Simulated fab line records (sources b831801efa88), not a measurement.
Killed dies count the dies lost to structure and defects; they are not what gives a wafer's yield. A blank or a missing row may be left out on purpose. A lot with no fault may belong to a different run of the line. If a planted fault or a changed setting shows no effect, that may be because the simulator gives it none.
A struck lot beside a sound one :: flow sky130 :: 15 out of 708 route steps
Sound: wafers L468.1, L468.2, L468.5. Wafers L459.1, L459.4, L459.6 were the ones struck. The cause is named last.
For every step that has rows: the tool of each side, followed by ch and its chambers, followed by its first start. Under that, the readings that differ: sound wafers :: struck wafers :: difference of the means :: sigmas: that difference in standard deviations of wafers without a fault.
alike: readings whose means differ by less than 2 such deviations, and words and numbers that are the same on both sides. not compared: withheld readings, readings that some wafer has no value for, bounds like >300 that may hide the same value, and numbers for which the record gives no deviation and whose values overlap.
A row with sigmas, a row that says differs or no value, or rows on one side alone: a step with any of these is where the two part. Numbers that don't overlap but have no deviation are shown without sigmas and don't part them. Lack of a reading on every wafer of one side parts them only where that side has two or more wafers.

first, 4 steps without rows for these wafers: SKY_LDD_N_SOFTBAKE_03 (time 60 s); SKY_LDD_N_EXPOSE_04 (exposes mask NTM, target cd 840 nm); SKY_LDD_N_PEB_05; SKY_LDD_N_DEVELOP_06 (develop time 60 s).
SKY_LDD_N_OVL_MEAS_07:
  struck on overlay-02, day 21 19:50; sound on overlay-01, day 25 05:30
  alike: LDD_N_OVL
then, 7 steps without rows for these wafers: SKY_LDD_N_IMPLANT_08; SKY_LDD_N_IMPLANT_09; SKY_LDD_N_IMPLANT_10; SKY_LDD_N_IMPLANT_11; SKY_LDD_N_IMPLANT_12; SKY_LDD_N_IMPLANT_13; SKY_LDD_N_IMPLANT_14.
SKY_LDD_N_IMPLANT_15:
  sound on implanter-01 ch 0, day 25 06:35; struck on implanter-03 ch 0, day 21 20:56
reading: tilt deg (degrees)
sound: 29.989 30.031 29.999
struck: 0.009 0.014 0.000
difference: -29.999
sigmas: -99 or more
  alike: beam on s
SKY_LDD_N_STRIP_16: strips in O2/N2.
  sound on plasma asher-01 ch 0,1, day 25 06:44; struck on plasma asher-04 ch 1, day 21 21:05
  alike: drypump motor current A, oes product au, strip time to endpoint s
  not compared: rf hours counter h
-- here the record skips 27 days between the struck wafers' starts before and after, leaving off in module LDD_N and picking up in module PAD_OPEN (first step shown: number 708 of the route) --
SKY_PAD_OPEN_PROBE_99:
  struck on prober-01, day 48 12:32; sound on prober-01, day 50 09:50
reading: model.etest.nfet_01v8_turned.vt sat v (V)
sound: 0.6418 0.6425 0.6442
struck: 0.6308 0.631 0.6202
difference: -0.0155
sigmas: 
  alike: killed_at_M0_to_M3, killed_at_M4_up, killed at contacts, killed at front end, killed dies, killed open, killed short

## WHERE THEY PART
Only at SKY_LDD_N_IMPLANT_15, within this record. Later steps at which nothing parts them and some readings are alike: SKY_LDD_N_STRIP_16, SKY_PAD_OPEN_PROBE_99.

WHY: what the simulator had put in
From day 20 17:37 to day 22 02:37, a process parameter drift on implanter-03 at SKY_LDD_N_IMPLANT_15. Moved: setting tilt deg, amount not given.
